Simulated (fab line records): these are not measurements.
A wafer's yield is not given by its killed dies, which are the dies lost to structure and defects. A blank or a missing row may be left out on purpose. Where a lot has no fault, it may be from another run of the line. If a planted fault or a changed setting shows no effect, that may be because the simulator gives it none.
Which of the tools did it? | flow gf180mcu | 7 lots with 21 wafers sampled at 2 steps, on a route of 602 steps

WHAT EACH GAUGE READ, for each wafer
GF_VT_IMPLANT_TW_MEAS_32.
lot  | measured     | on            | VT_IMPLANT_3_TW
L668 | day 7 22:52  | film metro-04 | 270.4 271.0 269.6
L672 | day 8 22:55  | film metro-01 | 269.0 268.1 268.2
L675 | day 9 22:02  | film metro-04 | 270.9 269.1 270.3
L677 | day 10 09:53 | film metro-02 | 268.0 267.0 267.0
L680 | day 11 11:27 | film metro-02 | 265.3 264.0 266.2
L684 | day 12 16:20 | film metro-04 | 194.4 194.1 193.5
L686 | day 13 07:44 | film metro-01 | 268.1 268.0 268.7

WHAT TOOL EACH LOT RAN ON (gives the tool, then ch and the chambers of the sampled wafers, and finally the start)
lot  | GF_VT_IMPLANT_IMPLANT_30
L668 | implanter-04 ch 0, day 7 22:37
L672 | implanter-04 ch 0, day 8 22:40
L675 | implanter-01 ch 0, day 9 21:47
L677 | implanter-01 ch 0, day 10 09:38
L680 | implanter-04 ch 0, day 11 11:05
L684 | implanter-01 ch 0, day 12 16:07
L686 | implanter-04 ch 0, day 13 07:30
- GF_VT_IMPLANT_IMPLANT_30

THE ANSWER, worked out from the rows above alone
Rule: what is usual is taken from the lots themselves. Put in order of their means at a reading, lots are off if they are a third of the lots or fewer, leave a main group of 4 or more, and stand apart from it by a gap of 3 or more times the standard deviation of the main group's means; of several such gaps the widest counts. A main group is skipped when, at the precision printed for the reading in the tables above, its means are all equal. A lot without any number at a reading at which 4 lots or more have one is off too. Any other lot the step has rows for is counted as sound.
Off: L684, seen at GF_VT_IMPLANT_TW_MEAS_32 (VT_IMPLANT_3_TW). The main group has a mean of 268.3 with a standard deviation of 1.7.
A tool fits if, at a process step before that reading, it ran every lot that is off, and no sound lot after the first of them. Those tools and the gauges at GF_VT_IMPLANT_TW_MEAS_32 are tried in the same way. Undecided on this evidence; 2 tools fit (implanter-01 at GF_VT_IMPLANT_IMPLANT_30, film metro-04 at GF_VT_IMPLANT_TW_MEAS_32).

WHAT THE SIMULATOR PUT IN
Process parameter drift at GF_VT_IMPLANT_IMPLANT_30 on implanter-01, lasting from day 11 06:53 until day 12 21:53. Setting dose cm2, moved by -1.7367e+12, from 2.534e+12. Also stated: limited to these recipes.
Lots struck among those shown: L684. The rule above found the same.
